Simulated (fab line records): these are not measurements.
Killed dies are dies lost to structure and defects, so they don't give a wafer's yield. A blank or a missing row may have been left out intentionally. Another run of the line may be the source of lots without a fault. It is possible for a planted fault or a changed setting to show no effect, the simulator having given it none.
Chamber matching | flow sky130 | cmp-01 running SKY_VIA2_CMP_02: 4 sister chambers
The step polishes SiO2. 4 wafers are shown with their chamber, then 7 later ones without.

## WAFERS WITH THEIR CHAMBER
wafer  | chamber | motor-current-A (A)
L344.1 | 3       | 11.9
L344.6 | 0       | 12.3
L352.2 | 1       | 13.8
L352.4 | 2       | 9.8

## WAFERS WITH NO CHAMBER GIVEN
wafer  | motor-current-A (A)
L352.6 | 12.9
L351.2 | 12.7
L351.4 | 9.9
L351.6 | 13.3
L353.1 | 12.2
L353.3 | 9.4
L353.4 | 13.0

## CHAMBER TAKEN BY EACH
wafer  | from the rows above          | in truth
L352.6 | can't be placed: 0 or 1 or 3 | 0
L351.2 | can't be placed: 0 or 3 or 1 | 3
L351.4 | 2                            | 2
L351.6 | can't be placed: 1 or 0 or 3 | 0
L353.1 | can't be placed: 0 or 3      | 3
L353.3 | 2                            | 2
L353.4 | can't be placed: 0 or 1 or 3 | 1
2 of 7 placed correctly. These rows do not allow placing 5 (true chamber among the candidates in 5). 0 placed wrongly.
How it was worked out, from the rows above alone: a wafer's distance from a chamber is the root of the sum, over the readings, of the square of ((its reading less the chamber's mean) divided by the reading's scatter). The wafer belongs to the nearest chamber; if the next one is less than 2 further off, it can't be placed. For every chamber, the mean is computed from those of its wafers that are shown. The scatter: with one shown wafer a chamber, the root of the mean of the squares of how far each hidden wafer lies from its nearest shown one.
